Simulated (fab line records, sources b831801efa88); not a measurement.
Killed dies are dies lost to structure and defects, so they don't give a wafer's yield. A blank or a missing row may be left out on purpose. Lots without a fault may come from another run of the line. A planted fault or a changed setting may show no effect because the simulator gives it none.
One fault seen from 2 desks | flow sky130 | each desk has only its own numbers; what lay behind them comes last

THE TOOL OWNER'S DESK: iline_stepper-01
The tool's own readings at SKY_LDD_LDN_EXPOSE_04 (exposes mask LDNTM, target cd 700 nm): means of the sampled wafers that have a number, for each lot that ran on this tool. A lot is out of limits, marked OUT, if its mean lies more than 4 standard deviations from the usual mean; the brackets give that distance.
Columns: A = exposure_dose_mJ_cm2 at SKY_LDD_LDN_EXPOSE_04, usual 140.00
lot  | first seen here | A
L347 | day 22 07:47    | 140.06
L348 | day 22 23:26    | 139.89
L352 | day 24 05:31    | 140.11
L353 | day 25 08:25    | 140.00
L363 | day 28 20:25    | 139.93
L362 | day 28 22:39    | 139.90
L366 | day 29 07:49    | 139.98
This desk's finding: nothing out of limits on any of the 7 lots.

THE METROLOGY DESK
What the gauges read, lot by lot, whatever tool the lot ran on: means of the sampled wafers that have a number. A lot is out of limits, marked OUT, if its mean lies more than 4 standard deviations from the usual mean; the brackets give that distance.
Columns: A = VT_ADJUST_LVTN_2_TW at SKY_VT_ADJUST_LVTN_TW_MEAS_21, usual 189.2; B = LDD_HVP_OVL at SKY_LDD_HVP_OVL_MEAS_07, usual -0.2 nm; C = LDD_LDN_OVL at SKY_LDD_LDN_OVL_MEAS_07, usual 0.3 nm; D = cd_nm at SKY_SD_N_CD_MEAS_07, usual 379.9 nm
lot  | first seen here | A     | B    | C              | D
L347 | day 7 18:38     | 188.5 | -1.2 | -1.5           | 381.7
L348 | day 8 08:58     | 187.1 | -1.6 | 0.7            | 379.5
L349 | day 8 14:38     | 187.8 | -0.7 | 0.1            | 377.6
L350 | day 9 04:40     | 188.3 | 1.3  | 1.3            | 379.2
L351 | day 9 04:58     | 189.6 | -1.2 | 0.2            | 378.5
L352 | day 9 07:32     | 188.8 | 0.1  | -1.6           | 382.8
L353 | day 9 18:41     | 188.6 | -0.0 | -0.2           | 380.4
L355 | day 10 09:43    | 188.4 | -0.0 | 0.1            | 381.8
L363 | day 13 00:44    | 190.4 | 0.9  | 43.3 (+31) OUT | 381.3
L362 | day 13 04:02    | 187.4 | 0.4  | 41.4 (+29) OUT | 378.5
L366 | day 13 12:15    | 190.6 | 0.9  | 41.1 (+29) OUT | 383.0
L368 | day 13 21:43    | 191.4 | 0.9  | 1.2            | 376.8
L369 | day 14 13:44    | 191.5 | 0.6  | 2.5            | 379.9
This desk's finding: out of limits on L362, L363, L366; first on L363, day 29 09:11 (LDD_LDN_OVL at SKY_LDD_LDN_OVL_MEAS_07). In limits: L347, L348, L349, L350, L351, L352, L353, L355, L368, L369.

PUT TOGETHER
The metrology desk could have raised an alarm at day 29 09:11, on L362, L363, L366.
The tool owner's desk saw nothing out of limits.
The tool owner's desk has L362, L363, L366 on record, within its limits.
Of the lots named, all ran SKY_LDD_LDN_EXPOSE_04 on iline_stepper-01.

WHAT THE SIMULATOR HAD PUT IN
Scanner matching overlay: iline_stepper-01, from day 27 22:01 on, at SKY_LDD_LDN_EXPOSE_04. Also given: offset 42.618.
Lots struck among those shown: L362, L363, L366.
Hours from the fault's start to each desk's first reading out of limits: the metrology desk, 35.
